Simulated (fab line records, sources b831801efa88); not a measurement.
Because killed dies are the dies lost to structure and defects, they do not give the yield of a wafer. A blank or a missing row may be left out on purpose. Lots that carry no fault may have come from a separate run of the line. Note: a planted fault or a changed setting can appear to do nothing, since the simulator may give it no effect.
The tool behind it: which one?    flow sfq line    6 lots, 18 wafers sampled, at 4 steps of a route of 325

== WHAT THE GAUGES SHOWED, per wafer ==
SFQ_M8_RS_MEAS_949: a four-point-probe measurement.
lot   measured      on             M8_AU_RS (ohm/sq)
L446  day 68 20:29  film metro-02  0.1545 0.1554 0.1541
L448  day 70 13:13  film metro-03  0.1567 0.1567 0.1586
L452  day 71 21:35  film metro-02  0.1570 0.1591 0.1592
L455  day 75 09:16  film metro-02  0.1517 0.1521 0.1519
L457  day 75 18:52  film metro-01  0.1572 0.1538 0.1556
L460  day 80 15:34  film metro-02  0.1523 0.1536 0.1513

== EACH LOT AND THE TOOL THAT RAN IT (in order: tool; ch and the chambers of the sampled wafers; start) ==
lot   SFQ_TRILAYER_I2_METRO_MEASURE_065  SFQ_TRILAYER_M5_ETCH_METAL_ETCH_126  SFQ_TRILAYER_M8_DEP_EVAP_196
L446  film metro-01, day 23 21:55        rie metal-02 ch 0,1, day 44 13:13    pvd sputter-02, day 68 19:56
L448  film metro-01, day 30 12:04        rie metal-04 ch 0,1, day 45 13:16    pvd sputter-02, day 70 12:40
L452  film metro-02, day 31 06:13        rie metal-01 ch 0,1, day 47 12:37    pvd sputter-02, day 71 21:04
L455  film metro-03, day 31 17:37        rie metal-04 ch 1, day 48 22:13      pvd sputter-02, day 75 08:46
L457  film metro-01, day 31 23:37        rie metal-02 ch 1, day 60 06:03      pvd sputter-02, day 75 18:22
L460  film metro-02, day 32 06:32        rie metal-02 ch 0,1, day 60 09:35    pvd sputter-02, day 80 15:01
- SFQ_TRILAYER_I2_METRO_MEASURE_065
- SFQ_TRILAYER_M5_ETCH_METAL_ETCH_126: etches Nb in Cl2/BCl3, stops on SiO2, time 203.2 s, target depth 265 nm.
- SFQ_TRILAYER_M8_DEP_EVAP_196: material Au, target thk 180 nm, time 900 s.

== THE ANSWER, worked out from the rows above alone ==
Rule: usual is defined by the lots themselves. The widest of any qualifying gaps counts: lots, ordered by their means at a reading, are off when they make up no more than a third of the lots, leave a main group of 4 or more, and stand apart from it by 3 or more times the standard deviation of that group's means. A main group whose means are all the same, to the digits that the tables above print for the reading, isn't used. A lot without any number at a reading at which 4 lots or more have one is off too. Any other lot the step has rows for is counted as sound.
None of the lots is off at any reading shown; this tells nothing.

== WHAT WAS PUT IN BY THE SIMULATOR ==
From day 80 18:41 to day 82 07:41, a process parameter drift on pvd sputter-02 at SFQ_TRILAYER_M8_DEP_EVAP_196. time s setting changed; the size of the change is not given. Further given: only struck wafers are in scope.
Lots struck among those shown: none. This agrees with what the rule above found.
